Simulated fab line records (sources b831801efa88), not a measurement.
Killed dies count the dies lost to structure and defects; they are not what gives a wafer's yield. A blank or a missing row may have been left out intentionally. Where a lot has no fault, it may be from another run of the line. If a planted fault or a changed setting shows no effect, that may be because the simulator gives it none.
Shared-tool check | flow gf180mcu | 12 lots, 36 wafers sampled

REASON IT WAS OPENED
At GF_MVPSD_TW_MEAS_11 the reading MVPSD_TW is flagged on 2 of 12 lots. Wafers without a fault read 553, standard deviation 5.1.
Rule: flag the lot when none of its wafers has a number, or when each of its wafers that has one lies beyond 4 standard deviations from that mean. All remaining lots are regarded as sound.

lot  | measured     | on            | MVPSD_TW, wafer by wafer | flag
L507 | day 5 04:32  | film_metro-04 | 546 547 547              |
L508 | day 5 08:14  | film_metro-04 | 547 543 545              |
L509 | day 5 12:54  | film_metro-03 | 555 550 549              |
L510 | day 5 21:41  | film_metro-01 | 560 556 559              |
L511 | day 6 03:55  | film_metro-04 | 543 544 541              |
L519 | day 8 02:14  | film_metro-04 | 752 750 758              | FLAGGED
L520 | day 8 13:26  | film_metro-01 | 769 769 768              | FLAGGED
L522 | day 8 18:35  | film_metro-03 | 553 553 551              |
L525 | day 9 12:26  | film_metro-03 | 554 559 557              |
L526 | day 9 17:29  | film_metro-03 | 557 556 561              |
L528 | day 10 07:09 | film_metro-04 | 548 550 546              |
L530 | day 10 19:25 | film_metro-03 | 557 557 555              |
Average over the flagged lots: 761; offset from the usual +208, equal to +41 standard deviations.

WHICH TOOL RAN EACH LOT
Before the reading, the record contains 2 process steps out of a 602-step route. Cell contents, in order: the tool; ch with the chambers the sampled wafers went through; the start.
lot  | flag    | GF_DNWELL_STRIP_08                  | GF_MVPSD_IMPLANT_09
L507 |         | plasma_asher-02 ch 0,1, day 2 21:24 | implanter-02 ch 0, day 5 04:14
L508 |         | plasma_asher-03 ch 0,1, day 3 00:56 | implanter-03 ch 0, day 5 07:59
L509 |         | plasma_asher-03 ch 0,1, day 3 04:28 | implanter-01 ch 0, day 5 12:40
L510 |         | plasma_asher-02 ch 0,1, day 3 12:09 | implanter-01 ch 0, day 5 21:26
L511 |         | plasma_asher-03 ch 0,1, day 3 18:19 | implanter-03 ch 0, day 6 03:40
L519 | FLAGGED | plasma_asher-02 ch 0,1, day 5 12:00 | implanter-02 ch 0, day 8 01:59
L520 | FLAGGED | plasma_asher-03 ch 1, day 5 21:03   | implanter-02 ch 0, day 8 13:11
L522 |         | plasma_asher-01 ch 0,1, day 6 03:16 | implanter-01 ch 0, day 8 18:20
L525 |         | plasma_asher-02 ch 0,1, day 6 18:33 | implanter-01 ch 0, day 9 12:11
L526 |         | plasma_asher-01 ch 0,1, day 6 23:13 | implanter-03 ch 0, day 9 17:14
L528 |         | plasma_asher-02 ch 0,1, day 7 10:22 | implanter-01 ch 0, day 10 06:55
L530 |         | plasma_asher-02 ch 0,1, day 7 20:48 | implanter-03 ch 0, day 10 19:11
What the steps here do:
- GF_DNWELL_STRIP_08: strips in O2/N2.
- GF_MVPSD_IMPLANT_09
- GF_MVPSD_TW_MEAS_11

FLAGGED OVER TOTAL, TOOL BY TOOL (the gauges that took the reading come last)
step                | tool            | lots run | flagged | share of the flagged lots | sound lots run after its first flagged lot
GF_DNWELL_STRIP_08  | plasma_asher-01 | 2        | 0       | none                      | -
GF_DNWELL_STRIP_08  | plasma_asher-02 | 6        | 1       | some                      | 3 (L525,L528,L530)
GF_DNWELL_STRIP_08  | plasma_asher-03 | 4        | 1       | some                      | 0
GF_MVPSD_IMPLANT_09 | implanter-01    | 5        | 0       | none                      | -
GF_MVPSD_IMPLANT_09 | implanter-02    | 3        | 2       | all                       | 0
GF_MVPSD_IMPLANT_09 | implanter-03    | 4        | 0       | none                      | -
GF_MVPSD_TW_MEAS_11 | film_metro-01   | 2        | 1       | some                      | 0
GF_MVPSD_TW_MEAS_11 | film_metro-03   | 5        | 0       | none                      | -
GF_MVPSD_TW_MEAS_11 | film_metro-04   | 5        | 1       | some                      | 1 (L528)

WHAT THE TABLE PERMITS
In the table, 1 row covers all flagged lots: implanter-02 at GF_MVPSD_IMPLANT_09.
- implanter-02 at GF_MVPSD_IMPLANT_09 ran 3 lots, 2 of them flagged. Last sound lot L507 at day 5 04:14, first flagged lot L519 at day 8 01:59; a fault beginning in between fits. Its own readings lie more than 4 standard deviations out on every wafer of the flagged lots: dose_ions_cm2, faraday_current_uA.
Just one tool remains: implanter-02 at GF_MVPSD_IMPLANT_09.

WHAT THE SIMULATOR HAD INSERTED
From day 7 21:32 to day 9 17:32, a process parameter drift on implanter-02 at GF_MVPSD_IMPLANT_09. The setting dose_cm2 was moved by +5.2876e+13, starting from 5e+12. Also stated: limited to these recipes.
Lots struck among those shown: L519, L520. The rule given above showed the same thing.
